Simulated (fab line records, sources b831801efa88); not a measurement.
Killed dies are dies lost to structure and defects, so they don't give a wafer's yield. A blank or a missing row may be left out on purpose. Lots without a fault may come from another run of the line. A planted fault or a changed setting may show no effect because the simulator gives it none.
fab line records | flow sky130
record lots=5 wafers=15 last_day=50
route steps=708 shown RES_PROTECT@206 POLY_GATE@213 LDD_N@237
lots that met no fault: from a run of the same line without faults
start_h: hours from the record's first day to the start of the lot's first wafer shown | wait_h: hours since the lot's step before | " the same as in the row above | L1.1+2: a row that stands for several wafers | - no value, or no start given | * or withheld: withheld | < > ~ a bound
route shown NAME@n: a module of which the file shows steps, and the number in the route of the first | usual: mean/standard deviation of fault-free wafers | same: alike in all rows | chamber/n: place in a boat | sites: the reading at each site | _std_site: their standard deviation | _edge_site: outer sites' mean less inner sites' | radius_mm: how far each site lies from the wafer's centre | mask NAME#n: copy n | behind: the tool/chamber that last shaped the wafer | hold: why the lot was held/for how many hours/how that ended | device: the transistor (n, p or np) that didn't switch | end of line: the same wafers' tests at the end of the route | a step without rows: its recipe alone | killed: dies lost to structure and defects at the first sort, not the wafer's yield | map: a wafer's dies, x killed, . not, _ none there
set.NAME: the setting as run; set.NAME@STEP: as run at that earlier step | model.NAME: the simulator's own value behind a step, which no gauge read
lots at some steps of the route; a table a step, a row a wafer
services: from which hour (start_h, from the record's first day; less than 0 if before it) a tool's chamber was out of use, for how many hours, and why
## steps
# step SKY_RES_PROTECT_DEHYDRATE_00
# recipe temp_c=200 time_s=60
# usual resist_line_temp_C=23.03/0.11
# columns lot.wafer tool chamber start_h wait_h resist_line_temp_C
L080.2 litho_track-04 0 376.64 13.2 23.01
L080.5 " 0 " " 23.00
L080.6 " 0 " " 22.94
L082.1 litho_track-02 0 397.43 13.4 22.98
L082.2 " 0 " " 23.14
L082.6 " 0 " " 23.12
L085.2 litho_track-04 0 418.69 14.3 22.97
L085.4 " 0 " " 22.98
L085.6 " 0 " " 22.72
L090.1 litho_track-02 0 461.93 14.8 23.03
L090.3 " 0 " " 22.89
L090.6 " 0 " " 22.97
L097.2 litho_track-02 0 515.11 14.4 22.90
L097.4 " 0 " " 22.99
L097.5 " 0 " " 22.92
# step SKY_RES_PROTECT_HMDS_01
# recipe prime_time_s=60 prime_temp_c=120
# usual resist_line_temp_C=23.00/0.11
# same prime_time_s=60
# columns lot.wafer tool chamber start_h wait_h resist_line_temp_C
L080.2 litho_track-04 0 376.79 0.1 23.09
L080.5 " 0 " " 23.01
L080.6 " 0 " " 22.96
L082.1 litho_track-02 0 397.58 0.1 22.96
L082.2 " 0 " " 22.91
L082.6 " 0 " " 23.00
L085.2 litho_track-04 0 418.84 0.1 22.97
L085.4 " 0 " " 23.01
L085.6 " 0 " " 22.92
L090.1 litho_track-02 0 462.08 0.1 22.94
L090.3 " 0 " " 22.79
L090.6 " 0 " " 22.97
L097.2 litho_track-02 0 515.26 0.1 23.09
L097.4 " 0 " " 23.03
L097.5 " 0 " " 22.97
# step SKY_RES_PROTECT_COAT_02
# recipe resist=NOVOLAK spin_rpm=3000 resist_thk_nm=1140
# usual resist_line_temp_C=22.99/0.096 spin_speed_rpm=3000.0/1.7
# columns lot.wafer tool chamber start_h wait_h resist_line_temp_C spin_speed_rpm
L080.2 litho_track-04 0 376.94 0.1 22.88 3004.2
L080.5 " 0 " " 22.93 3001.8
L080.6 " 0 " " 22.87 2999.4
L082.1 litho_track-02 0 397.73 0.1 23.01 3001.2
L082.2 " 0 " " 23.06 3000.1
L082.6 " 0 " " 23.05 3000.2
L085.2 litho_track-04 0 418.99 0.1 22.81 2999.5
L085.4 " 0 " " 22.92 2998.4
L085.6 " 0 " " 22.74 2999.1
L090.1 litho_track-02 0 462.23 0.1 23.09 3000.3
L090.3 " 0 " " 23.02 3000.4
L090.6 " 0 " " 22.94 3000.8
L097.2 litho_track-02 0 515.41 0.1 23.04 2996.0
L097.4 " 0 " " 23.06 2996.8
L097.5 " 0 " " 22.92 2997.8
# step SKY_RES_PROTECT_SOFTBAKE_03
# recipe temp_c=90 time_s=60 resist=NOVOLAK
# usual resist_line_temp_C=22.97/0.1
# columns lot.wafer tool chamber start_h wait_h resist_line_temp_C
L080.2 litho_track-04 0 377.09 0.1 22.90
L080.5 " 0 " " 22.95
L080.6 " 0 " " 23.03
L082.1 litho_track-02 0 397.88 0.1 22.89
L082.2 " 0 " " 23.02
L082.6 " 0 " " 23.03
L085.2 litho_track-04 0 419.14 0.1 22.94
L085.4 " 0 " " 22.82
L085.6 " 0 " " 23.03
L090.1 litho_track-02 0 462.38 0.1 23.05
L090.3 " 0 " " 23.20
L090.6 " 0 " " 22.98
L097.2 litho_track-02 0 515.56 0.1 22.96
L097.4 " 0 " " 22.96
L097.5 " 0 " " 22.92
# step SKY_RES_PROTECT_EXPOSE_04
# recipe mask_id=RPM na=0.6 source_shape=conventional sigma_outer=0.6 polarization=unpolarized target_cd_nm=1270 dose_mj=131
# columns lot.wafer tool chamber start_h wait_h mask
L080.2+5+6 iline_stepper-02 0 - - RPM#0
L082.1+2+6 iline_stepper-01 0 - - RPM#0
L085.2+4+6 iline_stepper-02 0 - - RPM#0
L090.1+3+6 iline_stepper-01 0 - - RPM#0
L097.2+4+5 iline_stepper-01 0 - - RPM#0
# step SKY_RES_PROTECT_PEB_05
# recipe temp_c=withheld time_s=* resist=NOVOLAK
# usual resist_line_temp_C=*
# columns lot.wafer tool chamber start_h wait_h resist_line_temp_C
L080.2 litho_track-03 0 - - *
L080.5 " 0 " " *
L080.6 " 0 " " *
L082.1 litho_track-04 0 - - *
L082.2 " 0 " " *
L082.6 " 0 " " *
L085.2 litho_track-02 0 - - *
L085.4 " 0 " " *
L085.6 " 0 " " *
L090.1 litho_track-03 0 - - *
L090.3 " 0 " " *
L090.6 " 0 " " *
L097.2 litho_track-03 0 - - *
L097.4 " 0 " " *
L097.5 " 0 " " *
# step SKY_RES_PROTECT_DEVELOP_06
# recipe resist=NOVOLAK developer=TMAH develop_time_s=60 dev_temp_c=23
# usual developer_temp_C=23.02/0.11 resist_line_temp_C=23.00/0.12
# columns lot.wafer tool chamber start_h wait_h developer_temp_C resist_line_temp_C
L080.2 litho_track-03 0 390.89 0.1 23.00 23.02
L080.5 " 0 " " 23.04 23.14
L080.6 " 0 " " 22.92 22.99
L082.1 litho_track-04 0 412.42 0.1 23.05 22.89
L082.2 " 0 " " 23.18 22.83
L082.6 " 0 " " 23.11 22.85
L085.2 litho_track-02 0 434.26 0.1 22.80 23.13
L085.4 " 0 " " 22.67 23.02
L085.6 " 0 " " 22.90 22.90
L090.1 litho_track-03 0 477.72 0.1 22.82 22.89
L090.3 " 0 " " 23.03 23.03
L090.6 " 0 " " 23.04 23.07
L097.2 litho_track-03 0 530.84 0.1 23.03 23.15
L097.4 " 0 " " 23.18 23.03
L097.5 " 0 " " 23.19 23.04
# step SKY_POLY_GATE_IMPLANT_02
# recipe species=P energy_kev=30 dose_cm2=7.7e+15 tilt_deg=0
# usual tilt_deg=-0.004/0.019
# columns lot.wafer tool chamber start_h wait_h tilt_deg
L080.2 implanter-01 0 391.04 0.1 -0.022
L080.5 " 0 " " 0.025
L080.6 " 0 " " -0.005
L082.1 implanter-01 0 412.57 0.1 -0.011
L082.2 " 0 " " 0.002
L082.6 " 0 " " -0.040
L085.2 implanter-04 0 434.41 0.1 -0.004
L085.4 " 0 " " -0.028
L085.6 " 0 " " -0.011
L090.1 implanter-03 0 477.87 0.1 0.003
L090.3 " 0 " " 0.001
L090.6 " 0 " " -0.015
L097.2 implanter-01 0 530.99 0.1 0.012
L097.4 " 0 " " -0.030
L097.5 " 0 " " -0.003
# step SKY_RES_PROTECT_STRIP_07
# recipe chemistry=O2/N2 power_w=1400 pressure_mtorr=1500 platen_temp_c=withheld o2_flow_sccm=3000 n2_flow_sccm=300 overash_fraction=0.5
# usual drypump_motor_current_A=5.8/0.57 oes_product_au=0.518/0.0049 strip_time_to_endpoint_s=23.29/0.044
# columns lot.wafer tool chamber start_h wait_h drypump_motor_current_A oes_product_au rf_hours_counter_h strip_time_to_endpoint_s
L080.2 plasma_asher-01 0 391.17 0.1 6.6 0.523 27 23.25
L080.5 " 0 " " 6.6 0.522 - 23.25
L080.6 " 1 " " 5.4 0.519 - 23.21
L082.1 plasma_asher-04 0 412.72 0.1 5.3 0.521 72 23.30
L082.2 " 1 " " 5.3 0.517 72 23.29
L082.6 " 1 " " 5.3 0.522 - 23.29
L085.2 plasma_asher-04 1 434.53 0.1 5.3 0.516 75 23.23
L085.4 " 1 " " 5.3 0.507 - 23.24
L085.6 " 0 " " 5.3 0.513 - 23.26
L090.1 plasma_asher-01 0 478.02 0.1 6.6 0.518 35 23.39
L090.3 " 0 " " 6.6 0.517 - 23.38
L090.6 " 0 " " 6.6 0.524 - 23.36
L097.2 plasma_asher-03 1 531.12 0.1 5.3 0.511 71 23.32
L097.4 " 0 " " 6.4 0.520 - 23.29
L097.5 " 1 " " 5.4 0.519 - 23.30
# step SKY_RES_PROTECT_TW_MEAS_08
# usual POLY_GATE_TW=4039/36
# columns lot.wafer tool chamber start_h wait_h POLY_GATE_TW
L080.2 film_metro-01 - 391.28 0.1 4047
L080.5 " - " " 4039
L080.6 " - " " 4043
L082.1 film_metro-03 - 412.82 0.1 4109
L082.2 " - " " 4102
L082.6 " - " " 4108
L085.2 film_metro-04 - 434.64 0.1 3996
L085.4 " - " " 4011
L085.6 " - " " 4010
L090.1 film_metro-01 - 478.12 0.1 4038
L090.3 " - " " 4058
L090.6 " - " " 4017
L097.2 film_metro-01 - 531.23 0.1 4018
L097.4 " - " " 4033
L097.5 " - " " 4027
# step SKY_RES_PROTECT_CLEAN_09
# recipe chemistry=SC1/SC2 mix=1:4:20 temp_c=70 time_s=150 dry=n2_spin
# columns lot.wafer tool chamber start_h wait_h
L080.2+5+6 wet_bench-01 2 391.33 0.0
L082.1+2+6 wet_bench-04 1 412.88 0.1
L085.2+4+6 wet_bench-03 2 434.69 0.0
L090.1+3+6 wet_bench-03 2 478.18 0.1
L097.2+4+5 wet_bench-03 0 531.28 0.0
# step SKY_POLY_GATE_CVD_03
# recipe material=Si3N4 precursor=DCS/NH3 target_thk_nm=75 temp_c=770 time_s=1290 pressure_mtorr=250
# usual spike_tc_centre_C=769.2/0.98 susceptor_temp_C=769.98/0.3 zone_power_bottom_pct=19.2/1.6 zone_power_upper_pct=13.7/0.66
# columns lot.wafer tool chamber start_h wait_h spike_tc_centre_C susceptor_temp_C zone_power_bottom_pct zone_power_upper_pct
L080.2 lpcvd-02 0 392.88 1.5 768.9 770.04 17.0 12.4
L080.5 " 0 " " 770.4 770.36 16.7 12.5
L080.6 " 0 " " 770.0 770.09 16.5 12.8
L082.1 lpcvd-02 1 417.40 4.5 767.7 770.17 20.3 14.0
L082.2 " 1 " " 768.0 770.08 20.2 14.2
L082.6 " 1 " " 769.1 769.89 20.2 13.9
L085.2 lpcvd-02 1 434.74 0.0 767.9 769.53 20.4 14.2
L085.4 " 1 " " 769.1 770.01 20.3 14.1
L085.6 " 1 " " 768.3 769.87 20.0 14.0
L090.1 lpcvd-02 1 478.61 0.4 768.2 769.68 20.2 13.9
L090.3 " 1 " " 768.5 769.97 19.9 14.3
L090.6 " 1 " " 768.7 769.97 20.3 14.0
L097.2 lpcvd-02 0 531.33 0.0 771.2 770.50 16.6 12.8
L097.4 " 0 " " 770.3 770.51 16.8 12.6
L097.5 " 0 " " 768.6 769.95 16.9 12.8
# step SKY_POLY_GATE_THK_MEAS_04
# recipe reads=Si3N4_of_POLY_GATE_CVD_03
# usual POLY_GATE_CVD_03_THK=75.2/0.79
# columns lot.wafer tool chamber start_h wait_h POLY_GATE_CVD_03_THK[nm]
L080.2 film_metro-03 - 394.25 0.0 76.1
L080.5 " - " " 75.5
L080.6 " - " " 75.7
L082.1 film_metro-04 - 418.76 0.0 76.0
L082.2 " - " " 76.9
L082.6 " - " " 75.8
L085.2 film_metro-04 - 436.11 0.0 74.1
L085.4 " - " " 74.7
L085.6 " - " " 75.1
L090.1 film_metro-04 - 479.97 0.0 76.2
L090.3 " - " " 75.6
L090.6 " - " " 75.8
L097.2 film_metro-02 - 532.70 0.0 74.4
L097.4 " - " " 74.4
L097.5 " - " " 74.8
# step SKY_POLY_GATE_DEHYDRATE_05
# recipe temp_c=200 time_s=60
# usual resist_line_temp_C=22.98/0.1
# columns lot.wafer tool chamber start_h wait_h resist_line_temp_C
L080.2 litho_track-01 0 408.44 14.2 22.86
L080.5 " 0 " " 22.77
L080.6 " 0 " " 22.78
L082.1 litho_track-04 0 433.07 14.3 22.96
L082.2 " 0 " " 22.99
L082.6 " 0 " " 22.85
L085.2 litho_track-02 0 451.16 15.0 22.97
L085.4 " 0 " " 23.02
L085.6 " 0 " " 22.99
L090.1 litho_track-02 0 494.13 14.1 22.97
L090.3 " 0 " " 22.96
L090.6 " 0 " " 22.93
L097.2 litho_track-02 0 546.56 13.9 23.02
L097.4 " 0 " " 22.96
L097.5 " 0 " " 22.92
# step SKY_POLY_GATE_HMDS_06
# recipe prime_time_s=60 prime_temp_c=120
# usual resist_line_temp_C=23.01/0.11
# same prime_time_s=60
# columns lot.wafer tool chamber start_h wait_h resist_line_temp_C
L080.2 litho_track-01 0 408.59 0.1 22.90
L080.5 " 0 " " 23.07
L080.6 " 0 " " 23.01
L082.1 litho_track-04 0 433.22 0.1 23.16
L082.2 " 0 " " 23.08
L082.6 " 0 " " 22.97
L085.2 litho_track-02 0 451.31 0.1 23.02
L085.4 " 0 " " 23.02
L085.6 " 0 " " 23.03
L090.1 litho_track-02 0 494.28 0.1 22.79
L090.3 " 0 " " 22.96
L090.6 " 0 " " 22.94
L097.2 litho_track-02 0 546.71 0.1 23.08
L097.4 " 0 " " 23.14
L097.5 " 0 " " 23.22
# step SKY_POLY_GATE_COAT_07
# recipe resist=BARC temp_c=withheld time_s=withheld spin_rpm=3000 resist_thk_nm=110
# usual resist_line_temp_C=* spin_speed_rpm=2999.8/1.7
# columns lot.wafer tool chamber start_h wait_h resist_line_temp_C spin_speed_rpm
L080.2 litho_track-01 0 408.74 0.1 * 3000.4
L080.5 " 0 " " * 2997.2
L080.6 " 0 " " * 2999.9
L082.1 litho_track-04 0 433.37 0.1 * 3002.4
L082.2 " 0 " " * 2998.7
L082.6 " 0 " " * 2999.7
L085.2 litho_track-02 0 451.46 0.1 * 3002.5
L085.4 " 0 " " * 2999.6
L085.6 " 0 " " * 2998.2
L090.1 litho_track-02 0 494.43 0.1 * 2996.1
L090.3 " 0 " " * 2999.8
L090.6 " 0 " " * 2998.1
L097.2 litho_track-02 0 546.86 0.1 * 2998.3
L097.4 " 0 " " * 3000.5
L097.5 " 0 " " * 3002.0
# step SKY_POLY_GATE_COAT_08
# recipe resist=KrF-thick spin_rpm=3000 resist_thk_nm=450
# usual resist_line_temp_C=22.99/0.1 spin_speed_rpm=2999.9/1.8
# columns lot.wafer tool chamber start_h wait_h resist_line_temp_C spin_speed_rpm
L080.2 litho_track-01 0 - - 22.97 2998.8
L080.5 " 0 " " 23.13 3000.7
L080.6 " 0 " " 22.96 3000.9
L082.1 litho_track-04 0 - - 23.11 3001.8
L082.2 " 0 " " 23.07 2999.0
L082.6 " 0 " " 23.00 2999.2
L085.2 litho_track-02 0 - - 22.88 2998.7
L085.4 " 0 " " 23.03 3001.4
L085.6 " 0 " " 22.88 2999.3
L090.1 litho_track-02 0 - - 23.00 3000.3
L090.3 " 0 " " 23.10 2999.0
L090.6 " 0 " " 22.99 2999.8
L097.2 litho_track-02 0 - - 22.99 3000.5
L097.4 " 0 " " 22.93 2999.1
L097.5 " 0 " " 23.02 3000.7
# step SKY_POLY_GATE_SOFTBAKE_09
# recipe temp_c=100 time_s=90 resist=KrF-thick
# usual resist_line_temp_C=22.99/0.1
# columns lot.wafer tool chamber start_h wait_h resist_line_temp_C
L080.2 litho_track-01 0 - - 23.05
L080.5 " 0 " " 22.91
L080.6 " 0 " " 22.97
L082.1 litho_track-04 0 - - 22.90
L082.2 " 0 " " 22.89
L082.6 " 0 " " 22.85
L085.2 litho_track-02 0 - - 22.96
L085.4 " 0 " " 23.15
L085.6 " 0 " " 23.05
L090.1 litho_track-02 0 - - 23.01
L090.3 " 0 " " 22.97
L090.6 " 0 " " 22.93
L097.2 litho_track-02 0 - - 22.90
L097.4 " 0 " " 23.11
L097.5 " 0 " " 23.15
# step SKY_POLY_GATE_EXPOSE_10
# recipe mask_id=P1M na=0.68 source_shape=conventional sigma_outer=0.6 target_cd_nm=150 dose_mj=28
# columns lot.wafer tool chamber start_h wait_h mask
L080.2+5+6 krf_scanner-02 0 - - P1M#0
L082.1+2+6 krf_scanner-02 0 - - P1M#0
L085.2+4+6 krf_scanner-02 0 - - P1M#0
L090.1+3+6 krf_scanner-01 0 - - P1M#0
L097.2+4+5 krf_scanner-02 0 - - P1M#0
# step SKY_POLY_GATE_PEB_11
# recipe peb_temp_c=withheld peb_time_s=withheld resist=KrF-thick
# usual resist_line_temp_C=*
# columns lot.wafer tool chamber start_h wait_h resist_line_temp_C
L080.2 litho_track-02 0 - - *
L080.5 " 0 " " *
L080.6 " 0 " " *
L082.1 litho_track-04 0 - - *
L082.2 " 0 " " *
L082.6 " 0 " " *
L085.2 litho_track-02 0 - - *
L085.4 " 0 " " *
L085.6 " 0 " " *
L090.1 litho_track-04 0 - - *
L090.3 " 0 " " *
L090.6 " 0 " " *
L097.2 litho_track-01 0 - - *
L097.4 " 0 " " *
L097.5 " 0 " " *
# step SKY_POLY_GATE_DEVELOP_12
# recipe develop_time_s=60 resist=KrF-thick dev_temp_c=21
# usual developer_temp_C=20.99/0.096 resist_line_temp_C=22.97/0.11
# columns lot.wafer tool chamber start_h wait_h developer_temp_C resist_line_temp_C
L080.2 litho_track-02 0 - - 21.03 23.03
L080.5 " 0 " " 20.99 22.98
L080.6 " 0 " " 21.08 22.88
L082.1 litho_track-04 0 - - 20.96 22.97
L082.2 " 0 " " 21.03 22.91
L082.6 " 0 " " 21.11 23.03
L085.2 litho_track-02 0 - - 21.10 22.91
L085.4 " 0 " " 21.01 22.94
L085.6 " 0 " " 20.91 22.89
L090.1 litho_track-04 0 - - 21.09 22.96
L090.3 " 0 " " 20.88 22.99
L090.6 " 0 " " 21.08 22.88
L097.2 litho_track-01 0 - - 20.87 23.08
L097.4 " 0 " " 20.85 23.00
L097.5 " 0 " " 21.04 22.99
# step SKY_POLY_GATE_CD_MEAS_13
# recipe target_cd_nm=150
# usual cd_nm=150.2/1.6
# columns lot.wafer tool chamber start_h wait_h cd_nm
L080.2 cd_sem-02 - 423.55 - 149.6
L080.5 " - " " 151.2
L080.6 " - " " 149.9
L082.1 cd_sem-01 - 449.07 - 149.7
L082.2 " - " " 150.0
L082.6 " - " " 149.6
L085.2 cd_sem-02 - 466.90 - 150.5
L085.4 " - " " 150.9
L085.6 " - " " 151.3
L090.1 cd_sem-01 - 510.27 - 147.6
L090.3 " - " " 148.8
L090.6 " - " " 147.9
L097.2 cd_sem-01 - 562.73 - 151.5
L097.4 " - " " 151.4
L097.5 " - " " 152.5
# step SKY_POLY_GATE_OVL_MEAS_14
# usual POLY_GATE_OVL=5/6.5
# columns lot.wafer tool chamber start_h wait_h POLY_GATE_OVL[nm]
L080.2 overlay-02 - 423.66 0.1 15
L080.5 " - " " 11
L080.6 " - " " 11
L082.1 overlay-01 - 449.19 0.1 4
L082.2 " - " " -1
L082.6 " - " " 0
L085.2 overlay-01 - 467.01 0.1 -2
L085.4 " - " " 4
L085.6 " - " " 8
L090.1 overlay-02 - 510.39 0.1 -7
L090.3 " - " " 0
L090.6 " - " " -9
L097.2 overlay-01 - 562.84 0.1 5
L097.4 " - " " -2
L097.5 " - " " 0
# step SKY_POLY_GATE_ETCH_15
# recipe chemistry=N2/H2 target=BARC ion_energy_ev=200 source_w=500 bias_w=100 pressure_mtorr=30 n2_flow_sccm=100 h2_flow_sccm=200 stop_on=SiO2 time_s=118.5 target_depth_a=1100
# usual drypump_motor_current_A=5.9/0.43 oes_product_au=0.716/0.0045 throttle_valve_pct=13.212/0.0097
# columns lot.wafer tool chamber start_h wait_h drypump_motor_current_A oes_product_au rf_hours_counter_h throttle_valve_pct
L080.2 rie_diel-04 2 423.69 0.0 6.6 0.720 75 13.216
L080.5 " 0 " " 5.7 0.714 - 13.220
L080.6 " 1 " " 6.2 0.706 - 13.190
L082.1 rie_diel-02 1 449.22 0.0 5.7 0.715 88 13.218
L082.2 " 2 " " 5.7 0.715 77 13.194
L082.6 " 1 " " 5.7 0.714 - 13.206
L085.2 rie_diel-03 3 467.04 0.0 6.3 0.718 5 13.209
L085.4 " 2 " " 5.3 0.712 69 13.209
L085.6 " 3 " " 6.3 0.717 - 13.222
L090.1 rie_diel-03 2 510.42 0.0 5.3 0.714 70 13.218
L090.3 " 3 " " 6.3 0.710 5 13.219
L090.6 " 2 " " 5.3 0.718 - 13.203
L097.2 rie_diel-02 3 562.87 0.0 5.7 0.718 59 13.215
L097.4 " 1 " " 5.7 0.713 - 13.218
L097.5 " 0 " " 5.1 0.710 - 13.200
# step SKY_POLY_GATE_ETCH_16
# recipe stop_on=poly-Si chemistry=CH3F/O2 target=Si3N4 source_w=400 bias_w=80 pressure_mtorr=25 ch3f_flow_sccm=40 O2_flow_sccm=30 time_s=147.5 target_depth_a=750
# usual drypump_motor_current_A=5.9/0.42 oes_product_au=0.641/0.0054 throttle_valve_pct=10.535/0.0089
# columns lot.wafer tool chamber start_h wait_h drypump_motor_current_A oes_product_au rf_hours_counter_h throttle_valve_pct
L080.2 rie_diel-04 2 423.77 0.0 6.6 0.642 75 10.543
L080.5 " 0 " " 5.7 0.635 - 10.536
L080.6 " 1 " " 6.2 0.648 - 10.538
L082.1 rie_diel-02 1 449.31 0.0 5.7 0.646 89 10.523
L082.2 " 2 " " 5.8 0.653 77 10.540
L082.6 " 1 " " 5.7 0.639 - 10.541
L085.2 rie_diel-03 3 467.12 0.0 6.2 0.636 5 10.549
L085.4 " 2 " " 5.3 0.639 69 10.525
L085.6 " 3 " " 6.2 0.643 - 10.545
L090.1 rie_diel-03 2 510.51 0.0 5.3 0.639 70 10.524
L090.3 " 3 " " 6.3 0.652 5 10.543
L090.6 " 2 " " 5.3 0.639 - 10.538
L097.2 rie_diel-02 3 562.95 0.0 5.7 0.640 59 10.544
L097.4 " 1 " " 5.7 0.635 - 10.528
L097.5 " 0 " " 5.1 0.641 - 10.526
# step SKY_POLY_GATE_ETCH_17
# recipe target_depth_nm=180 stop_on=SiO2 over_etch_frac=0.56667 chemistry=HBr/Cl2 target=poly-Si icp_w=400 bias_w=100 pressure_mtorr=10 HBr_flow_sccm=150 Cl2_flow_sccm=50 time_s=70.5
# usual drypump_motor_current_A=5.6/0.41 oes_product_au=0.985/0.0074 throttle_valve_pct=33.683/0.0088
# columns lot.wafer tool chamber start_h wait_h drypump_motor_current_A oes_product_au rf_hours_counter_h throttle_valve_pct
L080.2 rie_si-01 2 423.87 0.0 5.8 0.997 6 33.673
L080.5 " 1 " " 6.1 0.977 - 33.691
L080.6 " 2 " " 5.8 0.980 - 33.688
L082.1 rie_si-02 3 449.40 0.0 5.1 0.995 3 33.686
L082.2 " 1 " " 5.2 0.984 5 33.677
L082.6 " 3 " " 5.1 0.989 - 33.673
L085.2 rie_si-01 2 467.22 0.0 5.8 0.977 6 33.679
L085.4 " 1 " " 6.1 0.969 1 33.667
L085.6 " 2 " " 5.8 0.979 - 33.678
L090.1 rie_si-02 2 510.60 0.0 5.6 0.990 18 33.690
L090.3 " 3 " " 5.1 1.006 3 33.671
L090.6 " 3 " " 5.1 1.002 - 33.674
L097.2 rie_si-01 2 563.05 0.0 5.8 0.980 7 33.679
L097.4 " 3 " " 6.3 0.984 3 33.676
L097.5 " 1 " " 6.1 0.963 - 33.695
# step SKY_POLY_GATE_STRIP_18
# recipe chemistry=O2/N2 power_w=1400 pressure_mtorr=1500 platen_temp_c=withheld o2_flow_sccm=3000 n2_flow_sccm=300 overash_fraction=0.5
# usual drypump_motor_current_A=5.5/0.41 oes_product_au=0.360/0.005 strip_time_to_endpoint_s=3.16/0.052
# columns lot.wafer tool chamber start_h wait_h drypump_motor_current_A oes_product_au rf_hours_counter_h strip_time_to_endpoint_s
L080.2 plasma_asher-03 0 423.92 0.0 6.4 0.360 60 3.21
L080.5 " 0 " " 6.5 0.362 - 3.11
L080.6 " 1 " " 5.3 0.355 - 3.17
L082.1 plasma_asher-03 1 449.46 0.0 5.3 0.360 62 3.16
L082.2 " 0 " " 6.5 0.358 62 3.15
L082.6 " 0 " " 6.5 0.360 - 3.15
L085.2 plasma_asher-03 0 467.27 0.0 6.5 0.353 64 3.22
L085.4 " 1 " " 5.4 0.366 - 3.26
L085.6 " 0 " " 6.5 0.357 - 3.21
L090.1 plasma_asher-04 1 510.66 0.0 5.3 0.366 82 3.25
L090.3 " 0 " " 5.3 0.359 - 3.20
L090.6 " 1 " " 5.3 0.357 - 3.24
L097.2 plasma_asher-04 0 563.11 0.0 5.3 0.360 87 3.15
L097.4 " 1 " " 5.3 0.363 - 3.22
L097.5 " 1 " " 5.3 0.371 - 3.26
# step SKY_POLY_GATE_CLEAN_19
# recipe chemistry=SC1/SC2 mix=1:4:20 temp_c=70 time_s=150 dry=n2_spin
# columns lot.wafer tool chamber start_h wait_h
L080.2+5+6 wet_bench-04 2 424.02 0.1
L082.1+2+6 wet_bench-04 3 449.56 0.1
L085.2+4+6 wet_bench-02 3 467.37 0.1
L090.1+3+6 wet_bench-04 2 510.76 0.1
L097.2+4+5 wet_bench-01 1 563.21 0.1
# step SKY_POLY_GATE_OXIDATION_20
# recipe temp_c=850 ambient=O2 stabilise_s=600 purge_s=300 target_thk_a=40 ox_time_s=899
# usual spike_tc_centre_C=849.6/1.2 tube_center_temp_C=850/0.08 zone_power_bottom_pct=22.9/2.3 zone_power_upper_pct=14.7/2
# columns lot.wafer tool chamber start_h wait_h spike_tc_centre_C tube_center_temp_C zone_power_bottom_pct zone_power_upper_pct
L080.2 furnace-01 0 425.16 1.1 849.8 850 19.9 17.3
L080.5 " 0 " " 850.9 850.01 20.1 17.2
L080.6 " 0 " " 852.8 849.92 20.3 17.0
L082.1 furnace-01 0 449.61 0.0 851.4 850.13 20.3 17.3
L082.2 " 0 " " 850.7 850.04 20.2 17.2
L082.6 " 0 " " 849.6 850.06 20.4 17.1
L085.2 furnace-02 0 468.01 0.6 848.2 849.97 24.8 13.2
L085.4 " 0 " " 848.6 849.95 24.7 12.9
L085.6 " 0 " " 848.7 849.98 25.0 13.1
L090.1 furnace-01 0 510.81 0.0 850.2 849.99 20.5 16.8
L090.3 " 0 " " 847.2 850 20.1 17.4
L090.6 " 0 " " 850.5 849.99 20.5 17.0
L097.2 furnace-02 0 563.26 0.0 850.3 850.03 25.3 13.0
L097.4 " 0 " " 849.3 850.12 24.9 13.1
L097.5 " 0 " " 849.2 850.03 24.9 13.0
# step SKY_POLY_GATE_THK_MEAS_21
# recipe reads=SiO2_of_POLY_GATE_OXIDATION_20
# usual POLY_GATE_OXIDATION_THK=4.01/0.08
# columns lot.wafer tool chamber start_h wait_h POLY_GATE_OXIDATION_THK[nm]
L080.2 film_metro-04 - 426.42 0.0 3.89
L080.5 " - " " 4.03
L080.6 " - " " 3.93
L082.1 film_metro-03 - 450.86 0.0 4.09
L082.2 " - " " 4.07
L082.6 " - " " 4.01
L085.2 film_metro-04 - 469.27 0.0 3.91
L085.4 " - " " 3.94
L085.6 " - " " 3.95
L090.1 film_metro-03 - 512.06 0.0 3.88
L090.3 " - " " 4.08
L090.6 " - " " 3.99
L097.2 film_metro-03 - 564.52 0.0 3.97
L097.4 " - " " 4.05
L097.5 " - " " 3.94
# step SKY_POLY_GATE_CD_MEAS_22
# usual cd_nm=150.2/2.8
# columns lot.wafer tool chamber start_h wait_h cd_nm
L080.2 cd_sem-01 - 426.50 0.1 152.3
L080.5 " - " " 151.7
L080.6 " - " " 153.1
L082.1 cd_sem-02 - 450.92 0.1 149.3
L082.2 " - " " 149.9
L082.6 " - " " 149.1
L085.2 cd_sem-01 - 469.35 0.1 151.3
L085.4 " - " " 153.4
L085.6 " - " " 152.7
L090.1 cd_sem-02 - 512.12 0.1 148.8
L090.3 " - " " 147.2
L090.6 " - " " 148.9
L097.2 cd_sem-02 - 564.59 0.1 148.2
L097.4 " - " " 148.3
L097.5 " - " " 152.5
# step SKY_LDD_N_DEHYDRATE_00
# recipe temp_c=200 time_s=60
# usual resist_line_temp_C=23.01/0.093
# columns lot.wafer tool chamber start_h wait_h resist_line_temp_C
L080.2 litho_track-03 0 441.84 15.3 23.11
L080.5 " 0 " " 23.03
L080.6 " 0 " " 23.07
L082.1 litho_track-01 0 465.71 14.8 23.04
L082.2 " 0 " " 22.94
L082.6 " 0 " " 23.14
L085.2 litho_track-01 0 484.64 15.3 22.93
L085.4 " 0 " " 22.89
L085.6 " 0 " " 23.04
L090.1 litho_track-04 0 526.47 14.3 22.82
L090.3 " 0 " " 23.09
L090.6 " 0 " " 22.97
L097.2 litho_track-01 0 578.64 14.0 23.07
L097.4 " 0 " " 23.16
L097.5 " 0 " " 23.18
## services
# columns tool chamber start_h hours kind
wet_bench-04 - 355.10 5.2 repair
rie_diel-02 0 356.09 5.9 repair
iline_stepper-01 - 372.27 1.7 pm
rie_diel-02 - 375.59 2.8 pm
plasma_asher-03 - 376.58 2.9 repair
krf_scanner-02 - 380.62 1.0 pm
implanter-01 - 398.97 0.6 repair
krf_scanner-02 - 416.23 0.8 pm
krf_scanner-02 - 417.16 0.8 repair
implanter-01 - 425.94 10.6 pm
implanter-01 - 441.80 3.7 pm
krf_scanner-02 - 445.27 1.3 pm
implanter-01 - 445.46 7.7 repair
rie_diel-02 - 448.07 0.9 repair
rie_diel-02 - 452.63 0.9 repair
iline_stepper-01 - 457.93 4.4 pm
lpcvd-02 - 459.47 0.3 repair
krf_scanner-02 - 464.76 1.9 repair
krf_scanner-02 - 469.55 4.0 pm
rie_diel-03 - 476.01 0.7 repair
wet_bench-04 - 522.74 44.6 repair
rie_diel-03 3 532.96 3.1 repair
krf_scanner-02 - 550.45 1.0 pm
rie_diel-03 - 550.68 0.2 repair
## key
fault none
